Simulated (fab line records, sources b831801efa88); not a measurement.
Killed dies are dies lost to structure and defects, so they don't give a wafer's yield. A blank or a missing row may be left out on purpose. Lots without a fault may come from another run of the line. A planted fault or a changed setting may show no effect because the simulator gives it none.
Split-lot experiment | flow sfq_line | 5 lots, 23 wafers read, on a route of 325 steps

THE SPLIT
At SFQ_TRILAYER_I2_DEP_PECVD_063 (deposits SiO2 from SiH4/N2O, time 111.11 s, target thk 500 nm), the setting time_s was moved away from the recipe's 111.11 s on 9 of the 23 wafers read, by -5.9% to +13.9%. The other wafers ran this setting at the recipe's value.

The reading is taken at the split's own step.

THE READING
SiO2_of_TRILAYER_I2_DEP_PECVD_063.thk_nm (the simulator's own value, which no gauge read), in nm, at SFQ_TRILAYER_I2_DEP_PECVD_063 (deposits SiO2 from SiH4/N2O, time 111.11 s, target thk 500 nm). The file gives no usual value for it. The 14 wafers here that ran the recipe average 497.7 nm, standard deviation 5.8 nm.

wafer  | tool, chamber at the split | time_s as run, s | against the recipe | SiO2_of_TRILAYER_I2_DEP_PECVD_063.thk_nm, nm | against lot-mates on the recipe
L075.1 | pecvd-02, 0                | 126.6            | +13.9%             | 571.9                                        | +72.5
L075.2 | pecvd-02, 1                | 126.6            | +13.9%             | 561.1                                        | +61.7
L075.3 | pecvd-02, 2                | 111.11           | recipe             | 493.9                                        | -
L075.5 | pecvd-02, 1                | 111.11           | recipe             | 501.5                                        | -
L075.6 | pecvd-02, 2                | 111.11           | recipe             | 502.7                                        | -
L080.1 | pecvd-01, 1                | 111.11           | recipe             | 495.3                                        | -
L080.3 | pecvd-01, 0                | 111.11           | recipe             | 504.4                                        | -
L080.4 | pecvd-01, 2                | 105.2            | -5.3%              | 475.3                                        | -28.1
L080.5 | pecvd-01, 1                | 111.11           | recipe             | 510.4                                        | -
L080.6 | pecvd-01, 0                | 105.2            | -5.3%              | 486.9                                        | -16.5
L082.1 | pecvd-04, 0                | 111.11           | recipe             | 491.2                                        | -
L082.2 | pecvd-04, 2                | 104.5            | -5.9%              | 455.8                                        | -41.6
L082.4 | pecvd-04, 0                | 104.5            | -5.9%              | 463.7                                        | -33.7
L082.5 | pecvd-04, 0                | 104.5            | -5.9%              | 475.3                                        | -22.1
L082.6 | pecvd-04, 2                | 111.11           | recipe             | 503.5                                        | -
L084.1 | pecvd-04, 2                | 111.11           | recipe             | 495.2                                        | -
L084.2 | pecvd-04, 0                | 111.11           | recipe             | 493.4                                        | -
L084.4 | pecvd-04, 0                | 104.9            | -5.6%              | 472.7                                        | -23.0
L084.5 | pecvd-04, 1                | 104.9            | -5.6%              | 471                                          | -24.7
L084.6 | pecvd-04, 2                | 111.11           | recipe             | 498.5                                        | -
L085.2 | pecvd-02, 0                | 111.11           | recipe             | 496.4                                        | -
L085.3 | pecvd-02, 2                | 111.11           | recipe             | 489.8                                        | -
L085.4 | pecvd-02, 1                | 111.11           | recipe             | 491                                          | -

THE FIT
A straight line over all 23 wafers: SiO2_of_TRILAYER_I2_DEP_PECVD_063.thk_nm changes by +4.84 nm for each +1% of time_s; r = +0.97; the points scatter about the line by 6.9 nm.
The same after taking each lot's own level away (the mean of its wafers on the recipe; 23 wafers): +4.81 nm for each +1%; r = +0.98; scatter 5.7 nm.
On that fit, the largest move of time_s shifts the reading by 67 nm.
The lots' own levels span 492.40 to 503.37 nm, that is 1.9 times the standard deviation above.
So the lot-to-lot level changes the slope little: the two slopes agree.
Check: with one of the wafers moved furthest among these (+13.9%) left out of the fit, the line predicts +63.8 nm for it against its lot-mates. It came out at +72.5 nm against them.

OTHER SPLITS ON THESE WAFERS
These wafers also went through other splits before the reading. Each is held against what the fit with the lots' levels taken away leaves over:
other split on the same wafers                    | wafers away from the commonest value | r with SiO2_of_TRILAYER_I2_DEP_PECVD_063.thk_nm (lot level and that fit taken away)
SFQ_TRILAYER_I1_VIA_BARC_OPEN_VIA_ETCH_071 time_s | 7                                    | -0.21
SFQ_TRILAYER_M2_LITHO_COAT_057 spin_rpm           | 9                                    | +0.25
SFQ_TRILAYER_M2_LITHO_EXPOSE_058 dose_mj          | 4                                    | +0.10

THE WHOLE CHAIN: every reading that the file lists as answering this split, in the file's order
step                          | what it does                                                  | reading                                                                                   | change (the file's fit)              | r (the file's)
SFQ_TRILAYER_I2_DEP_PECVD_063 | deposits SiO2 from SiH4/N2O, time 111.11 s, target thk 500 nm | SiO2_of_TRILAYER_I2_DEP_PECVD_063.thk_nm (the simulator's own value, which no gauge read) | +4.77 nm for each +1% of the setting | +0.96
SFQ_TRILAYER_I2_CMP_CMP_064   | polishes SiO2                                                 | time_to_endpoint_s                                                                        | withheld for each +1% of the setting | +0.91

THE FILE'S OWN FIT
SiO2_of_TRILAYER_I2_DEP_PECVD_063.thk_nm changes by +4.77 nm for each +1% of time_s, r = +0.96.
